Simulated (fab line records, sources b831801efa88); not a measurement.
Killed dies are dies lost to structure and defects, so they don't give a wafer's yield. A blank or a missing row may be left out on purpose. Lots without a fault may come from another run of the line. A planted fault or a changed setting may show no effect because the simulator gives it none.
Which tool did it? | flow sky130 | 11 lots, 33 wafers sampled, at 4 steps of a route of 708

WHAT THE GAUGES READ, wafer by wafer
SKY_CONTACT_THK_MEAS_03.
lot  | measured     | on            | CONTACT_HDPCVD_THK (nm)
L245 | day 28 06:53 | film_metro-04 | 571 564 572
L246 | day 28 08:02 | film_metro-01 | 560 558 565
L249 | day 29 06:59 | film_metro-04 | 564 558 558
L248 | day 29 09:32 | film_metro-03 | 569 573 561
L254 | day 30 19:57 | film_metro-03 | 547 559 555
L255 | day 31 04:23 | film_metro-04 | 556 565 550
L256 | day 31 11:38 | film_metro-04 | 556 556 568
L263 | day 40 15:27 | film_metro-03 | 560 557 573
L264 | day 40 22:09 | film_metro-01 | 552 563 560
L265 | day 40 23:02 | film_metro-01 | 575 562 574
L266 | day 41 01:04 | film_metro-01 | 578 570 566

WHICH TOOL RAN EACH LOT (tool, then ch and the chambers of the sampled wafers, then the start)
lot  | SKY_POLY_CUT_ETCH_11               | SKY_LOCAL_INTERCONNECT_METAL_ETCH_14 | SKY_CONTACT_CVD_00
L245 | rie_diel-02 ch 0,1, day 21 23:41   | rie_metal-04 ch 1, day 28 06:01      | pecvd-03 ch 1,2, day 28 06:43
L246 | rie_diel-04 ch 0,1,3, day 22 03:08 | rie_metal-02 ch 0,1, day 28 07:12    | pecvd-02 ch 0,2, day 28 07:53
L249 | rie_diel-02 ch 1,2,3, day 23 05:17 | rie_metal-02 ch 0,1, day 29 06:11    | pecvd-01 ch 0,1, day 29 06:49
L248 | rie_diel-04 ch 0,1,2, day 23 06:31 | rie_metal-04 ch 0,1, day 29 08:44    | pecvd-02 ch 1,2, day 29 09:22
L254 | rie_diel-03 ch 0,2,3, day 24 15:02 | rie_metal-01 ch 0,1, day 30 19:08    | pecvd-03 ch 1,2, day 30 19:46
L255 | rie_diel-03 ch 0,1,2, day 25 00:37 | rie_metal-04 ch 0, day 31 03:32      | pecvd-02 ch 0,1, day 31 04:13
L256 | rie_diel-04 ch 1,2,3, day 25 06:41 | rie_metal-01 ch 0,1, day 31 10:48    | pecvd-01 ch 0,2, day 31 11:29
L263 | rie_diel-04 ch 0,1,3, day 35 00:20 | rie_metal-04 ch 0,1, day 40 14:35    | pecvd-01 ch 0,1,2, day 40 15:17
L264 | rie_diel-03 ch 0,1,2, day 35 06:56 | rie_metal-04 ch 0,1, day 40 21:17    | pecvd-02 ch 1,2, day 40 21:59
L265 | rie_diel-02 ch 0,1,3, day 35 07:50 | rie_metal-01 ch 0,1, day 40 22:14    | pecvd-03 ch 0,1, day 40 22:52
L266 | rie_diel-03 ch 0,1,3, day 35 08:29 | rie_metal-04 ch 0,1, day 41 00:16    | pecvd-01 ch 0,2, day 41 00:54
- SKY_POLY_CUT_ETCH_11: etches Si3N4 in CF4/CH2F2/Ar, stops on poly-Si, time 42.5 s, target depth 60 nm.
- SKY_LOCAL_INTERCONNECT_METAL_ETCH_14: etches TiN in Cl2/BCl3, stops on PSG, target depth 110 nm, time 31.4 s.
- SKY_CONTACT_CVD_00: deposits Si3N4, target thk 75 nm.

THE ANSWER, worked out from the rows above alone
Rule: what is usual is taken from the lots themselves. Put in order of their means at a reading, lots are off if they are a third of the lots or fewer, leave a main group of 4 or more, and stand apart from it by a gap of 3 or more times the standard deviation of the main group's means; of several such gaps the widest counts. A main group whose means are all the same, to the digits that the tables above print for the reading, isn't used. A lot without any number at a reading at which 4 lots or more have one is off too. The other lots that the step has rows for count as sound.
No lot is off at any reading shown: from this, nothing can be told.

WHAT THE SIMULATOR HAD PUT IN
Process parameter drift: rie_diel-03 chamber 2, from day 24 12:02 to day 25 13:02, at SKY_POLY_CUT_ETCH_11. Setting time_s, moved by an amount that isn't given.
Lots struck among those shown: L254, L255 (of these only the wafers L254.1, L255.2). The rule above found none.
